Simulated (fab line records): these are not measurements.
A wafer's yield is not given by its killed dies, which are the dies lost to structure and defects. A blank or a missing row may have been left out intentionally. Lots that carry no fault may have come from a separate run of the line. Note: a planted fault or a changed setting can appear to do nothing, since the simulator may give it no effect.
Tool commonality check    flow sky130    36 wafers sampled across 12 lots

## WHY IT WAS OPENED
SKY_VT_ADJUST_NCORE_TW_MEAS_11, reading VT_ADJUST_NCORE_TW: flagged on 2 of 12 lots. No-fault wafers: 220.5, standard deviation 1.5.
Rule: a lot is flagged when every wafer of it that has a number lies more than 4 standard deviations from that mean, or none has a number. The rest of the lots are taken to be sound.

lot   measured      on            VT_ADJUST_NCORE_TW, wafer by wafer  flag
L912  day 9 02:53   filmMetro-01  219.1 220.3 219.3                   
L913  day 9 11:41   filmMetro-04  221.1 220.7 221.3                   
L914  day 9 21:43   filmMetro-04  222.2 221.3 220.3                   
L918  day 10 22:44  filmMetro-01  237.3 238.7 238.4                   FLAGGED
L919  day 11 04:50  filmMetro-02  238.7 242.0 241.4                   FLAGGED
L925  day 13 03:35  filmMetro-04  219.7 222.4 220.5                   
L928  day 14 04:17  filmMetro-04  219.8 220.1 219.6                   
L929  day 14 11:20  filmMetro-04  221.6 219.8 219.0                   
L930  day 14 15:51  filmMetro-02  222.2 222.7 222.3                   
L931  day 14 22:43  filmMetro-04  220.8 220.0 220.9                   
L932  day 15 09:38  filmMetro-02  221.9 221.8 220.2                   
L933  day 15 10:17  filmMetro-01  218.2 219.7 218.8                   
The mean of the flagged lots' numbers is 239.4, +18.9 from the usual (+13 standard deviations).

## EACH LOT AND THE TOOL IT RAN ON
Before the reading, the record contains 3 process steps out of a 708-step route. In each cell: the tool, then ch and the chambers that the sampled wafers went through, then the start.
lot   flag     SKY_NWELL_STRIP_14                   SKY_VT_ADJUST_NCORE_IMPLANT_09   SKY_VT_ADJUST_NCORE_STRIP_10
L912           plasmaAsher-04 ch 0,1, day 4 23:20   implanter-04 ch 0, day 9 02:38   plasmaAsher-04 ch 0,1, day 9 02:47
L913           plasmaAsher-01 ch 0,1, day 5 05:49   implanter-03 ch 0, day 9 11:28   plasmaAsher-04 ch 0,1, day 9 11:35
L914           plasmaAsher-04 ch 0,1, day 5 14:34   implanter-03 ch 0, day 9 21:29   plasmaAsher-03 ch 0,1, day 9 21:37
L918  FLAGGED  plasmaAsher-01 ch 0,1, day 6 11:05   implanter-03 ch 0, day 10 22:31  plasmaAsher-04 ch 0,1, day 10 22:38
L919  FLAGGED  plasmaAsher-01 ch 0,1, day 6 17:08   implanter-03 ch 0, day 11 04:35  plasmaAsher-04 ch 0,1, day 11 04:44
L925           plasmaAsher-01 ch 0,1, day 8 06:22   implanter-02 ch 0, day 13 03:20  plasmaAsher-01 ch 0,1, day 13 03:29
L928           plasmaAsher-01 ch 0,1, day 9 03:19   implanter-02 ch 0, day 14 04:02  plasmaAsher-04 ch 0,1, day 14 04:11
L929           plasmaAsher-01 ch 0,1, day 9 09:02   implanter-03 ch 0, day 14 11:05  plasmaAsher-04 ch 0,1, day 14 11:14
L930           plasmaAsher-02 ch 0,1, day 9 11:02   implanter-03 ch 0, day 14 15:38  plasmaAsher-03 ch 0,1, day 14 15:46
L931           plasmaAsher-02 ch 0,1, day 9 18:38   implanter-02 ch 0, day 14 22:30  plasmaAsher-04 ch 0,1, day 14 22:38
L932           plasmaAsher-02 ch 0,1, day 10 02:38  implanter-04 ch 0, day 15 09:23  plasmaAsher-01 ch 0,1, day 15 09:32
L933           plasmaAsher-04 ch 0,1, day 10 02:52  implanter-03 ch 0, day 15 10:04  plasmaAsher-01 ch 0,1, day 15 10:11
What is done by these steps:
- SKY_NWELL_STRIP_14: strips in O2/N2.
- SKY_VT_ADJUST_NCORE_IMPLANT_09
- SKY_VT_ADJUST_NCORE_STRIP_10: strips in O2/N2.
- SKY_VT_ADJUST_NCORE_TW_MEAS_11

## FLAGGED AGAINST TOTAL, ONE TOOL AT A TIME (gauges that did the reading follow at the end)
step                            tool            lots run  flagged  share of the flagged lots  sound lots run after its first flagged lot
SKY_NWELL_STRIP_14              plasmaAsher-01  6         2        all                        3 (L925,L928,L929)
SKY_NWELL_STRIP_14              plasmaAsher-02  3         0        none                       -
SKY_NWELL_STRIP_14              plasmaAsher-04  3         0        none                       -
SKY_VT_ADJUST_NCORE_IMPLANT_09  implanter-02    3         0        none                       -
SKY_VT_ADJUST_NCORE_IMPLANT_09  implanter-03    7         2        all                        3 (L929,L930,L933)
SKY_VT_ADJUST_NCORE_IMPLANT_09  implanter-04    2         0        none                       -
SKY_VT_ADJUST_NCORE_STRIP_10    plasmaAsher-01  3         0        none                       -
SKY_VT_ADJUST_NCORE_STRIP_10    plasmaAsher-03  2         0        none                       -
SKY_VT_ADJUST_NCORE_STRIP_10    plasmaAsher-04  7         2        all                        3 (L928,L929,L931)
SKY_VT_ADJUST_NCORE_TW_MEAS_11  filmMetro-01    3         1        some                       1 (L933)
SKY_VT_ADJUST_NCORE_TW_MEAS_11  filmMetro-02    3         1        some                       2 (L930,L932)
SKY_VT_ADJUST_NCORE_TW_MEAS_11  filmMetro-04    6         0        none                       -

## WHAT IS ALLOWED BY THE TABLE
Rows of the table that ran every flagged lot, 3 in all: plasmaAsher-01 at SKY_NWELL_STRIP_14, implanter-03 at SKY_VT_ADJUST_NCORE_IMPLANT_09, plasmaAsher-04 at SKY_VT_ADJUST_NCORE_STRIP_10.
- plasmaAsher-01 at SKY_NWELL_STRIP_14: 2 of its 6 lots flagged. Sound lots ran on it after the first flagged one (L925, L928, L929), which a lasting fault on the whole tool wouldn't allow.
- implanter-03 at SKY_VT_ADJUST_NCORE_IMPLANT_09: 2 of its 7 lots flagged. Sound lots ran on it after the first flagged one (L929, L930, L933), which a lasting fault on the whole tool wouldn't allow. Its own readings (beamEnergyKeV) fall more than 4 standard deviations out on all wafers of the flagged lots.
- plasmaAsher-04 at SKY_VT_ADJUST_NCORE_STRIP_10: 2 of its 7 lots flagged. Sound lots ran on it after the first flagged one (L928, L929, L931), which a lasting fault on the whole tool wouldn't allow.
No row of the table ran every flagged lot and no sound lot after the first.

## WHAT HAD BEEN PUT IN BY THE SIMULATOR
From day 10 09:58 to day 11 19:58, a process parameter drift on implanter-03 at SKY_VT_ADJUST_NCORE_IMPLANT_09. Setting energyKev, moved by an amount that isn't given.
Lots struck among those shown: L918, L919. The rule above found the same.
